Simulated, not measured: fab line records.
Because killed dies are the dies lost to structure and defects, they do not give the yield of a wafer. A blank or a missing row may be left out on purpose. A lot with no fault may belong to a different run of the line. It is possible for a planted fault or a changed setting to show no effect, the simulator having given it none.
Chamber matching ; flow sky130 ; SKY_LI_CONTACT_CMP_02 on cmp-02: 4 sister chambers
The step polishes PSG. 8 wafers are shown with their chamber, then 12 later ones without.

## EACH WAFER AND ITS CHAMBER
wafer;chamber;motor-current-A (A);time-to-endpoint-s (s)
L085.2;3;11.7;34.2
L086.3;0;14.1;33.8
L090.2;2;14.8;29.9
L090.3;1;12.1;32.0
L090.4;0;14.1;29.8
L092.1;1;12.0;30.8
L092.3;2;14.6;31.0
L092.6;3;12.2;32.6

## WAFERS WHOSE CHAMBER IS MISSING
wafer;motor-current-A (A);time-to-endpoint-s (s)
L093.1;13.9;32.0
L093.2;13.0;31.1
L093.4;12.4;35.3
L095.3;13.4;32.8
L095.4;12.4;33.7
L095.5;14.3;29.8
L096.1;12.5;34.4
L096.4;14.3;30.7
L096.6;14.8;33.4
L097.2;13.6;29.8
L097.5;12.0;36.5
L097.6;14.3;35.4

## WHICH CHAMBER EACH ONE RAN IN
wafer;from the rows above;in truth
L093.1;0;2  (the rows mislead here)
L093.2;can't be placed: 1 or 3 or 0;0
L093.4;can't be placed: 3 or 1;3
L095.3;0;0
L095.4;can't be placed: 1 or 3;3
L095.5;can't be placed: 0 or 2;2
L096.1;can't be placed: 3 or 1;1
L096.4;can't be placed: 0 or 2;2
L096.6;can't be placed: 2 or 0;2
L097.2;0;0
L097.5;can't be placed: 3 or 1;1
L097.6;can't be placed: 0 or 2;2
Correctly placed: 2 of 12. From these rows, 9 cannot be placed; in 9 the true chamber is one of the candidates. Number placed wrongly: 1.
How it was worked out, from the rows above alone: a wafer's distance from a chamber is the root of the sum, over the readings, of the square of ((its reading less the chamber's mean) divided by the reading's scatter). The wafer belongs to the nearest chamber; if the next one is less than 2 further off, it can't be placed. For every chamber, the mean is computed from those of its wafers that are shown. The scatter: take each reading less its chamber's mean, square it, sum over the shown wafers, divide by the number of wafers less the number of chambers, and take the root.
